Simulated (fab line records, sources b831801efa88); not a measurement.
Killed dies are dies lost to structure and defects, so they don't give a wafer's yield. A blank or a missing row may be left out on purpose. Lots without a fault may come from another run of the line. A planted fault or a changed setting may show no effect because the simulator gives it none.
fab line records | flow gf180mcu | part 2 of 2: steps 32 to 43 of 43
record lots=5 wafers=15 last_day=34
route steps=602 shown DUAL_GATE@152 POLY_GATE@157 HV_LDD@176
lots that met no fault: from a run of the same line without faults
start_h: hours from the record's first day to the start of the lot's first wafer shown | wait_h: hours since the lot's step before | " the same as in the row above | L1.1+2: a row that stands for several wafers | - no value, or no start given | * or withheld: withheld | < > ~ a bound
route shown NAME@n: a module of which the file shows steps, and the number in the route of the first | usual: mean/standard deviation of fault-free wafers | same: alike in all rows | chamber/n: place in a boat | sites: the reading at each site | _std_site: their standard deviation | _edge_site: outer sites' mean less inner sites' | radius_mm: how far each site lies from the wafer's centre | mask NAME#n: copy n | behind: the tool/chamber that last shaped the wafer | hold: why the lot was held/for how many hours/how that ended | device: the transistor (n, p or np) that didn't switch | end of line: the same wafers' tests at the end of the route | a step without rows: its recipe alone | killed: dies lost to structure and defects at the first sort, not the wafer's yield | map: a wafer's dies, x killed, . not, _ none there
set.NAME: the setting as run; set.NAME@STEP: as run at that earlier step | model.NAME: the simulator's own value behind a step, which no gauge read
lots at some steps of the route; a table a step, a row a wafer
services: from which hour (start_h, from the record's first day; less than 0 if before it) a tool's chamber was out of use, for how many hours, and why
## steps
# step GF_HV_LDD_CD_MEAS_07
# recipe target_cd_nm=400
# usual cd_nm=399.8/2.1
# columns lot.wafer tool chamber start_h wait_h cd_nm
L074.3 cd_sem-01 - 214.84 0.1 398.8
L074.4 " - " " 398.2
L074.5 " - " " 398.4
L075.2 cd_sem-01 - 226.07 0.1 398.8
L075.4 " - " " 398.3
L075.5 " - " " 399.0
L078.1 cd_sem-01 - 249.32 0.1 405.3
L078.5 " - " " 403.7
L078.6 " - " " 404.6
L094.3 cd_sem-02 - 362.23 0.1 403.9
L094.5 " - " " 403.1
L094.6 " - " " 405.2
L095.2 cd_sem-02 - 372.84 0.1 400.5
L095.4 " - " " 400.4
L095.6 " - " " 398.5
# step GF_HV_LDD_OVL_MEAS_08
# usual HV_LDD_OVL=0.6/1.1
# columns lot.wafer tool chamber start_h wait_h HV_LDD_OVL[nm]
L074.3 overlay-02 - 214.93 0.1 1.5
L074.4 " - " " 0.7
L074.5 " - " " 0.5
L075.2 overlay-01 - 226.17 0.1 0.2
L075.4 " - " " -0.6
L075.5 " - " " 1.5
L078.1 overlay-01 - 249.44 0.1 0.4
L078.5 " - " " -0.7
L078.6 " - " " -0.5
L094.3 overlay-01 - 362.32 0.1 1.3
L094.5 " - " " 0.2
L094.6 " - " " 1.8
L095.2 overlay-01 - 372.95 0.1 1.0
L095.4 " - " " 0.5
L095.6 " - " " -0.4
# step GF_HV_LDD_IMPLANT_09
# recipe species=As energy_kev=40 dose_cm2=1e+14 tilt_deg=7
# columns lot.wafer tool chamber start_h wait_h
L074.3+4+5 implanter-03 0 215.00 0.1
L075.2+4+5 implanter-02 0 226.23 0.0
L078.1+5+6 implanter-02 0 249.48 0.0
L094.3+5+6 implanter-02 0 362.40 0.1
L095.2+4+6 implanter-03 0 373.00 0.0
# step GF_HV_LDD_STRIP_10
# recipe chemistry=O2/N2 power_w=1400 pressure_mtorr=1500 platen_temp_c=250 o2_flow_sccm=3000 n2_flow_sccm=300 overash_fraction=0.5
# usual drypump_motor_current_A=5.69/0.28 heater_power_w=302/14 oes_product_au=0.716/0.0043 strip_time_to_endpoint_s=12.64/0.038
# same overash_fraction=0.5
# columns lot.wafer tool chamber start_h wait_h drypump_motor_current_A heater_power_w oes_product_au rf_hours_counter_h strip_time_to_endpoint_s
L074.3 plasma_asher-02 1 215.13 0.1 6.07 293 0.711 - 12.73
L074.4 " 0 " " 5.33 288 0.715 - 12.66
L074.5 " 1 " " 6.04 292 0.715 - 12.67
L075.2 plasma_asher-02 0 226.35 0.1 5.34 294 0.717 11 12.62
L075.4 " 0 " " 5.32 286 0.713 - 12.67
L075.5 " 1 " " 6.06 289 0.711 - 12.64
L078.1 plasma_asher-03 0 249.78 0.2 5.90 300 0.712 62 12.70
L078.5 " 1 " " 5.45 316 0.719 - 12.73
L078.6 " 0 " " 5.92 296 0.710 - 12.71
L094.3 plasma_asher-03 0 362.53 0.1 5.90 296 0.716 - 12.55
L094.5 " 0 " " 5.91 296 0.717 - 12.55
L094.6 " 1 " " 5.47 315 0.720 - 12.58
L095.2 plasma_asher-03 0 373.13 0.1 5.93 292 0.714 76 12.65
L095.4 " 1 " " 5.48 325 0.716 - 12.66
L095.6 " 1 " " 5.48 326 0.711 - 12.64
# step GF_HV_LDD_TW_MEAS_11
# usual HV_LDD_TW=2433/11
# columns lot.wafer tool chamber start_h wait_h HV_LDD_TW
L074.3 film_metro-02 - 215.22 0.1 2422
L074.4 " - " " 2423
L074.5 " - " " 2432
L075.2 film_metro-01 - 226.46 0.1 2421
L075.4 " - " " 2418
L075.5 " - " " 2436
L078.1 film_metro-02 - 249.88 0.1 2443
L078.5 " - " " 2436
L078.6 " - " " 2446
L094.3 film_metro-03 - 362.62 0.1 2417
L094.5 " - " " 2418
L094.6 " - " " 2426
L095.2 film_metro-03 - 373.24 0.1 2430
L095.4 " - " " 2419
L095.6 " - " " 2419
# step GF_HV_LDD_DEHYDRATE_12
# recipe temp_c=200 time_s=60
# columns lot.wafer tool chamber start_h wait_h
L074.3+4+5 litho_track-01 0 223.62 8.4
L075.2+4+5 litho_track-02 0 234.42 7.9
L078.1+5+6 litho_track-04 0 257.62 7.7
L094.3+5+6 litho_track-02 0 372.99 10.4
L095.2+4+6 litho_track-04 0 384.15 10.9
# step GF_HV_LDD_HMDS_13
# recipe prime_time_s=60 prime_temp_c=120
# columns lot.wafer tool chamber start_h wait_h
L074.3+4+5 litho_track-01 0 223.77 0.1
L075.2+4+5 litho_track-02 0 234.57 0.1
L078.1+5+6 litho_track-04 0 257.77 0.1
L094.3+5+6 litho_track-02 0 373.14 0.1
L095.2+4+6 litho_track-04 0 384.30 0.1
# step GF_HV_LDD_COAT_14
# recipe resist=NOVOLAK spin_rpm=3000 resist_thk_nm=1000
# columns lot.wafer tool chamber start_h wait_h
L074.3+4+5 litho_track-01 0 223.92 0.1
L075.2+4+5 litho_track-02 0 234.72 0.1
L078.1+5+6 litho_track-04 0 257.92 0.1
L094.3+5+6 litho_track-02 0 373.29 0.1
L095.2+4+6 litho_track-04 0 384.45 0.1
# step GF_HV_LDD_SOFTBAKE_15
# recipe temp_c=90 time_s=60 resist=NOVOLAK
# columns lot.wafer tool chamber start_h wait_h
L074.3+4+5 litho_track-01 0 224.07 0.1
L075.2+4+5 litho_track-02 0 234.87 0.1
L078.1+5+6 litho_track-04 0 258.07 0.1
L094.3+5+6 litho_track-02 0 373.44 0.1
L095.2+4+6 litho_track-04 0 384.60 0.1
# step GF_HV_LDD_EXPOSE_16
# recipe mask_id=Pplus_LV_AREA target_cd_nm=400 na=0.6 source_shape=conventional sigma_outer=0.6 dose_mj=140
# usual reticle_temp_C=23.01/0.11
# columns lot.wafer tool chamber start_h wait_h mask reticle_temp_C
L074.3 iline_stepper-02 0 - - Pplus_LV_AREA#0 22.77
L074.4 " 0 " " Pplus_LV_AREA#0 22.90
L074.5 " 0 " " Pplus_LV_AREA#0 23.01
L075.2 iline_stepper-01 0 - - Pplus_LV_AREA#0 22.98
L075.4 " 0 " " Pplus_LV_AREA#0 23.10
L075.5 " 0 " " Pplus_LV_AREA#0 22.99
L078.1 iline_stepper-02 0 - - Pplus_LV_AREA#0 22.98
L078.5 " 0 " " Pplus_LV_AREA#0 22.96
L078.6 " 0 " " Pplus_LV_AREA#0 22.99
L094.3 iline_stepper-01 0 - - Pplus_LV_AREA#0 23.03
L094.5 " 0 " " Pplus_LV_AREA#0 23.21
L094.6 " 0 " " Pplus_LV_AREA#0 23.09
L095.2 iline_stepper-02 0 - - Pplus_LV_AREA#0 23.13
L095.4 " 0 " " Pplus_LV_AREA#0 23.06
L095.6 " 0 " " Pplus_LV_AREA#0 23.04
# step GF_HV_LDD_PEB_17
# recipe temp_c=withheld time_s=* resist=NOVOLAK
# columns lot.wafer tool chamber start_h wait_h
L074.3+4+5 litho_track-01 0 - -
L075.2+4+5 litho_track-02 0 - -
L078.1+5+6 litho_track-04 0 - -
L094.3+5+6 litho_track-01 0 - -
L095.2+4+6 litho_track-02 0 - -
# step GF_HV_LDD_DEVELOP_18
# recipe develop_time_s=60 dev_temp_c=24.18
# usual developer_temp_C=24.15/0.097
# columns lot.wafer tool chamber start_h wait_h developer_temp_C
L074.3 litho_track-01 0 233.22 0.1 24.11
L074.4 " 0 " " 24.00
L074.5 " 0 " " 24.02
L075.2 litho_track-02 0 243.67 0.1 24.28
L075.4 " 0 " " 24.32
L075.5 " 0 " " 24.13
L078.1 litho_track-04 0 267.77 0.1 24.06
L078.5 " 0 " " 24.03
L078.6 " 0 " " 24.23
L094.3 litho_track-01 0 384.62 0.1 24.03
L094.5 " 0 " " 23.92
L094.6 " 0 " " 24.12
L095.2 litho_track-02 0 395.62 0.1 24.08
L095.4 " 0 " " 24.17
L095.6 " 0 " " 24.12
## services
# columns tool chamber start_h hours kind
rie_si-01 2 155.86 7.8 repair
rie_si-01 1 157.11 15.9 repair
krf_scanner-02 - 159.36 0.8 pm
krf_scanner-02 - 163.00 1.3 pm
krf_scanner-02 - 171.79 0.9 repair
furnace-02 - 172.73 2.8 pm
krf_scanner-02 - 181.02 0.3 repair
krf_scanner-02 - 204.09 3.6 pm
furnace-01 - 205.20 2.5 repair
iline_stepper-02 - 208.28 5.4 repair
furnace-01 - 218.14 3.7 pm
rie_si-01 - 222.12 0.8 repair
implanter-02 - 230.71 2.2 repair
iline_stepper-02 - 234.94 2.3 repair
iline_stepper-01 - 245.13 4.4 pm
plasma_asher-02 - 247.42 14.6 pm
furnace-01 - 291.51 5.3 pm
plasma_asher-02 - 302.00 1.4 repair
furnace-02 - 302.47 3.2 pm
iline_stepper-01 - 314.11 1.7 pm
iline_stepper-01 - 315.78 4.3 pm
wet_bench-04 - 339.31 1.6 repair
furnace-01 - 384.95 3.5 pm
wet_bench-04 - 393.30 3.9 repair
